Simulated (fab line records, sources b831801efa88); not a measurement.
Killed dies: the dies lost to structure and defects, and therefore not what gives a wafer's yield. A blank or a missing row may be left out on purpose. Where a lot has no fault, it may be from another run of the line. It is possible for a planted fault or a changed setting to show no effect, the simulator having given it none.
Matching of chambers / flow sfq-line / 4 sister chambers for SFQ_TRILAYER_I7_CMP_CMP_184 on cmp-02
The step polishes SiO2. 8 wafers are shown with their chamber, then 9 later ones without.

== WAFERS, EACH WITH ITS CHAMBER ==
wafer=L907.2; chamber=1; motor-current-A (A)=8.8; head-pressure-psi (psi)=2.997
wafer=L911.2; chamber=1; motor-current-A (A)=9.1; head-pressure-psi (psi)=3.004
wafer=L912.1; chamber=3; motor-current-A (A)=10.0; head-pressure-psi (psi)=3.009
wafer=L912.3; chamber=2; motor-current-A (A)=9.6; head-pressure-psi (psi)=2.998
wafer=L912.4; chamber=0; motor-current-A (A)=10.5; head-pressure-psi (psi)=2.991
wafer=L914.3; chamber=0; motor-current-A (A)=10.7; head-pressure-psi (psi)=2.995
wafer=L914.4; chamber=3; motor-current-A (A)=10.4; head-pressure-psi (psi)=2.999
wafer=L914.6; chamber=2; motor-current-A (A)=9.6; head-pressure-psi (psi)=3.002

== WAFERS WHOSE CHAMBER IS MISSING ==
wafer=L916.1; motor-current-A (A)=9.8; head-pressure-psi (psi)=2.998
wafer=L916.5; motor-current-A (A)=10.5; head-pressure-psi (psi)=3.002
wafer=L916.6; motor-current-A (A)=9.0; head-pressure-psi (psi)=3.007
wafer=L920.2; motor-current-A (A)=9.8; head-pressure-psi (psi)=2.999
wafer=L920.1; motor-current-A (A)=10.1; head-pressure-psi (psi)=3.013
wafer=L920.3; motor-current-A (A)=8.9; head-pressure-psi (psi)=2.994
wafer=L921.1; motor-current-A (A)=8.7; head-pressure-psi (psi)=3.004
wafer=L921.4; motor-current-A (A)=9.6; head-pressure-psi (psi)=2.996
wafer=L921.5; motor-current-A (A)=9.3; head-pressure-psi (psi)=3.003

== THE CHAMBER EACH PASSED THROUGH ==
wafer=L916.1; from the rows above=can't be placed: 2 or 3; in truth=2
wafer=L916.5; from the rows above=can't be placed: 3 or 0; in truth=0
wafer=L916.6; from the rows above=1; in truth=1
wafer=L920.2; from the rows above=can't be placed: 2 or 3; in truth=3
wafer=L920.1; from the rows above=can't be placed: 3 or 2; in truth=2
wafer=L920.3; from the rows above=1; in truth=1
wafer=L921.1; from the rows above=1; in truth=1
wafer=L921.4; from the rows above=2; in truth=2
wafer=L921.5; from the rows above=can't be placed: 2 or 1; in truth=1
Correctly placed: 4 of 9. From these rows, 5 cannot be placed; in 5 the true chamber is one of the candidates. Wrongly placed: 0.
How it was worked out, from the rows above alone: a wafer's distance from a chamber is the root of the sum, over the readings, of the square of ((its reading less the chamber's mean) divided by the reading's scatter). If the next closest chamber is less than 2 further off than the closest, the wafer can't be placed; otherwise it belongs to the closest. For every chamber, the mean is computed from those of its wafers that are shown. The scatter is the square root of a quotient: the sum, over the shown wafers, of each reading's squared deviation from its chamber's mean, divided by wafers minus chambers.
